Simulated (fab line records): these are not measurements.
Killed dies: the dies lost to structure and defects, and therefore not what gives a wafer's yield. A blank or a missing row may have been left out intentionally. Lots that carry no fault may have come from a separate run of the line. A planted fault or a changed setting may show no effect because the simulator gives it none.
The tool behind it: which one? | flow gf180mcu | 42 wafers from 14 lots sampled at 5 of the route's 602 steps

## WHAT THE GAUGES READ, wafer by wafer
GF_MVPSD_OVL_MEAS_07. Usual: for MVPSD_OVL the level is -0.6 nm and the standard deviation is 1.4.
lot  | measured     | on         | MVPSD_OVL (nm) | flag
L781 | day 5 06:15  | overlay-02 | -1.0 -2.1 -2.7 | 
L783 | day 5 15:50  | overlay-01 | -1.9 -0.7 -1.6 | 
L785 | day 6 05:15  | overlay-02 | -0.3 -2.6 -0.8 | 
L786 | day 6 11:57  | overlay-01 | -0.9 -1.1 0.7  | 
L787 | day 6 22:54  | overlay-02 | -0.8 -0.2 0.8  | 
L788 | day 7 00:09  | overlay-02 | -2.0 -0.5 0.9  | 
L790 | day 7 16:23  | overlay-02 | 1.3 0.7 1.4    | 
L791 | day 7 22:38  | overlay-01 | -1.2 -2.0 -3.0 | 
L793 | day 8 08:30  | overlay-02 | 1.0 -0.7 0.9   | 
L799 | day 9 17:19  | overlay-02 | 0.0 0.1 -0.3   | 
L800 | day 9 23:45  | overlay-02 | 0.9 1.7 0.1    | 
L801 | day 10 09:09 | overlay-01 | -1.7 -1.3 -2.3 | 
L802 | day 10 16:11 | overlay-01 | 0.8 0.9 1.4    | 
L803 | day 10 18:33 | overlay-02 | -0.7 -0.4 -1.3 | 

GF_VT_IMPLANT_RS_MEAS_49: uses a four-point probe to measure. Usual: for MVPSD_RS the level is 1168 ohm/sq and the standard deviation is 3.5.
lot  | measured     | on           | MVPSD_RS (ohm/sq) | flag
L781 | day 7 20:31  | filmMetro-03 | 1168 1165 1166    | 
L783 | day 8 05:53  | filmMetro-01 | 1169 1167 1168    | 
L785 | day 8 20:54  | filmMetro-01 | 1170 1166 1169    | 
L786 | day 9 05:22  | filmMetro-04 | 1169 1168 1169    | 
L787 | day 9 16:22  | filmMetro-03 | 1167 1167 1170    | 
L788 | day 9 17:52  | filmMetro-01 | 1177 1175 1175    | 
L790 | day 10 12:07 | filmMetro-01 | 1172 1174 1173    | 
L791 | day 10 19:41 | filmMetro-01 | 1172 1173 1172    | 
L793 | day 11 06:55 | filmMetro-03 | 1165 1166 1161    | 
L799 | day 12 21:49 | filmMetro-01 | 1202 1202 1203    | OFF
L800 | day 13 03:52 | filmMetro-01 | 1170 1169 1170    | 
L801 | day 13 16:03 | filmMetro-03 | 1166 1164 1165    | 
L802 | day 13 23:27 | filmMetro-04 | 1191 1192 1196    | OFF
L803 | day 14 02:08 | filmMetro-03 | 1192 1191 1195    | OFF

GF_HV_LDD_THK_MEAS_57. Usual: for HV_LDD_CVD_56_THK the level is 90.5 nm and the standard deviation is 0.81.
lot  | measured     | on           | HV_LDD_CVD_56_THK (nm) | flag
L781 | day 12 16:03 | filmMetro-01 | 91.7 91.5 91.5         | 
L783 | day 13 06:36 | filmMetro-04 | 90.8 91.6 90.8         | 
L785 | day 14 01:19 | filmMetro-03 | 91.6 90.5 91.9         | 
L786 | day 14 11:01 | filmMetro-01 | 91.6 91.5 90.5         | 
L787 | day 15 01:07 | filmMetro-03 | 91.0 90.3 90.1         | 
L788 | day 15 02:34 | filmMetro-01 | 89.0 89.6 89.7         | 
L790 | day 15 23:00 | filmMetro-03 | 89.8 89.9 90.0         | 
L791 | day 16 07:32 | filmMetro-03 | 89.8 89.3 89.7         | 
L793 | day 16 19:24 | filmMetro-03 | 90.6 90.9 90.4         | 
L799 | day 18 22:08 | filmMetro-04 | 89.9 89.8 90.2         | 
L800 | day 19 06:25 | filmMetro-04 | 90.8 90.4 89.8         | 
L801 | day 19 20:27 | filmMetro-04 | 90.3 91.2 90.9         | 
L802 | day 20 08:06 | filmMetro-03 | 90.5 90.3 89.5         | 
L803 | day 20 09:31 | filmMetro-01 | 91.2 91.0 90.8         | 

GF_PSD_OVL_MEAS_08. Usual: for PSD_OVL the level is -0.7 nm and the standard deviation is 1.5.
lot  | measured     | on         | PSD_OVL (nm)   | flag
L781 | day 14 09:07 | overlay-01 | -2.3 -1.4 -2.2 | 
L783 | day 15 00:11 | overlay-02 | 0.0 -0.4 -0.5  | 
L785 | day 15 19:45 | overlay-02 | 0.1 -2.1 0.5   | 
L786 | day 16 06:28 | overlay-01 | 0.0 0.2 -0.3   | 
L787 | day 16 19:52 | overlay-02 | -0.9 -1.6 -1.9 | 
L788 | day 16 20:37 | overlay-01 | -1.1 -1.1 -1.1 | 
L790 | day 17 18:10 | overlay-02 | -0.7 -0.8 -0.6 | 
L791 | day 18 03:31 | overlay-01 | -3.5 -4.9 -4.8 | 
L793 | day 18 15:32 | overlay-01 | -2.8 -1.3 -1.8 | 
L799 | day 20 22:51 | overlay-01 | -0.2 -1.4 -0.3 | 
L800 | day 21 06:13 | overlay-02 | -1.1 -2.7 -0.5 | 
L801 | day 21 21:11 | overlay-01 | -0.1 -1.0 0.3  | 
L802 | day 22 08:26 | overlay-01 | 1.4 1.8 1.0    | 
L803 | day 22 09:40 | overlay-02 | -0.4 -1.2 0.2  | 

## WHAT TOOL EACH LOT RAN ON (gives the tool, then ch and the chambers of the sampled wafers, and finally the start)
lot  | GF_MVPSD_IMPLANT_08
L781 | implanter-01 ch 0, day 5 06:20
L783 | implanter-03 ch 0, day 5 15:53
L785 | implanter-01 ch 0, day 6 05:18
L786 | implanter-03 ch 0, day 6 12:00
L787 | implanter-01 ch 0, day 6 23:00
L788 | implanter-03 ch 0, day 7 00:14
L790 | implanter-02 ch 0, day 7 16:27
L791 | implanter-01 ch 0, day 7 22:40
L793 | implanter-03 ch 0, day 8 08:33
L799 | implanter-03 ch 0, day 9 17:23
L800 | implanter-02 ch 0, day 9 23:50
L801 | implanter-02 ch 0, day 10 09:13
L802 | implanter-03 ch 0, day 10 16:15
L803 | implanter-03 ch 0, day 10 18:35
- GF_MVPSD_IMPLANT_08

## AS READ BY THE TOOLS THEMSELVES (means over the sampled wafers that have a number; for cases with no such wafer, the mark the record gives instead)
GF_MVPSD_IMPLANT_08. Usual: beamEnergyKeV 170.00, standard deviation 0.055; tiltDeg -0.004 degrees, standard deviation 0.019.
lot  | tool         | beamEnergyKeV | tiltDeg (degrees) | flag
L781 | implanter-01 | 170.06        | -0.019            | 
L783 | implanter-03 | 170.04        | -0.032            | 
L785 | implanter-01 | 170.00        | 0.009             | 
L786 | implanter-03 | 170.00        | -0.009            | 
L787 | implanter-01 | 170.01        | 0.002             | 
L788 | implanter-03 | 170.02        | -0.004            | 
L790 | implanter-02 | 170.02        | 0.008             | 
L791 | implanter-01 | 170.02        | -0.014            | 
L793 | implanter-03 | 170.04        | 0.032             | 
L799 | implanter-03 | 151.51        | -0.004            | OFF
L800 | implanter-02 | 169.96        | -0.009            | 
L801 | implanter-02 | 169.96        | -0.036            | 
L802 | implanter-03 | 151.52        | -0.017            | OFF
L803 | implanter-03 | 151.45        | -0.015            | OFF

## THE ANSWER, worked out from the rows above alone
Rule: a lot counts as off when the mean over its wafers that have a number is more than 3 standard deviations away from the usual mean. A lot without any number at a reading at which 4 lots or more have one is off too. Any other lot the step has rows for is counted as sound. First the gauges in route order, then the tools' own readings, where a lot's mean is used as printed above. At the first step where some lot is off, the reading lying furthest off is the one used; lots without a number count as furthest.
Off: at GF_VT_IMPLANT_RS_MEAS_49 (MVPSD_RS), L799, L802, L803.
If a tool, at a process step before that reading, ran all the lots that are off and no sound lot after the first of them, it fits. Not tried: the gauges at GF_VT_IMPLANT_RS_MEAS_49; whatever is off there is also off at GF_MVPSD_IMPLANT_08, on other tools, and gauge error can't account for it. One fits: implanter-03 at GF_MVPSD_IMPLANT_08. Its last sound lot is L793 (day 8 08:33), its first lot that is off L799 (day 9 17:23): a fault that began between those two fits.
The tool's own readings at GF_MVPSD_IMPLANT_08 bear it out: on the lots that are off they differ by more than 5 times the standard deviation of the sound lots' means. beamEnergyKeV reads 151.49 there against 170.01 on the sound lots.

## WHAT THE SIMULATOR PUT IN
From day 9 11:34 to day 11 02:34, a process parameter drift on implanter-03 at GF_MVPSD_IMPLANT_08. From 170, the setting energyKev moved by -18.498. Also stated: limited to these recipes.
Shown lots that were struck: L799, L802, L803. This agrees with what the rule above found.
